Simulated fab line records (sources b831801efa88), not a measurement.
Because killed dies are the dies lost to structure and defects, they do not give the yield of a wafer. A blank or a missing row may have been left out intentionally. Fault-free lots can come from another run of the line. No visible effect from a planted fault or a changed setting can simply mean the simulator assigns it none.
Matching of chambers    flow gf180mcu    GF_V2_CMP_04 on cmp-01 has 4 sister chambers
The step polishes SiO2. 14 wafers are shown with their chamber, then 7 later ones without.

WAFERS WITH THEIR CHAMBER
wafer   chamber  motor_current_A (A)  slurry_flow_ml_min  time_to_endpoint_s (s)
L241.1  2        11.2                 149.8               74
L241.2  0        12.0                 150.0               77
L241.4  3        11.2                 150.6               83
L242.2  1        10.7                 149.9               71
L242.4  2        11.5                 150.0               79
L242.5  3        11.1                 151.0               78
L243.3  1        10.7                 149.6               78
L243.4  2        11.1                 149.3               85
L243.5  1        11.7                 150.1               82
L246.1  2        11.5                 149.8               71
L246.5  3        11.1                 149.9               84
L246.6  2        11.7                 149.9               76
L247.4  0        12.5                 149.9               87
L247.5  3        11.2                 150.7               90

SIGNATURES (averages over the wafers above)
reading             chamber 0  chamber 1  chamber 2  chamber 3  scatter within a chamber
motor_current_A     12.250     11.033     11.400     11.150     0.323
slurry_flow_ml_min  149.950    149.867    149.760    150.550    0.328
time_to_endpoint_s  82.00      77.00      77.00      83.75      5.47
Rule: a wafer lies at a distance from a chamber equal to the root of the sum of squares, over the readings, of (its reading less the chamber's mean, divided by the reading's scatter). The wafer belongs to the nearest chamber; if the next one is less than 2 further off, it can't be placed. The scatter: the root of (the sum of the squares of (reading less its chamber's mean) over the shown wafers, divided by (wafers less chambers)).

WAFERS WHOSE CHAMBER IS MISSING
wafer   motor_current_A (A)  slurry_flow_ml_min  time_to_endpoint_s (s)
L247.6  12.9                 149.8               83
L251.4  13.7                 150.3               72
L251.5  10.1                 148.7               72
L251.6  11.2                 150.1               74
L252.1  11.1                 150.3               80
L252.3  11.1                 150.0               76
L252.4  13.1                 150.1               86

CHAMBER TAKEN BY EACH
wafer   from the rows above           in truth
L247.6  0                             0
L251.4  0                             0
L251.5  can't be placed: 1 or 2       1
L251.6  can't be placed: 1 or 2 or 3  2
L252.1  can't be placed: 3 or 1 or 2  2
L252.3  can't be placed: 1 or 2 or 3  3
L252.4  0                             0
Correctly placed: 3 of 7. Not placeable from these rows: 4 (in 4, the candidates include the true chamber). Wrongly placed: 0.
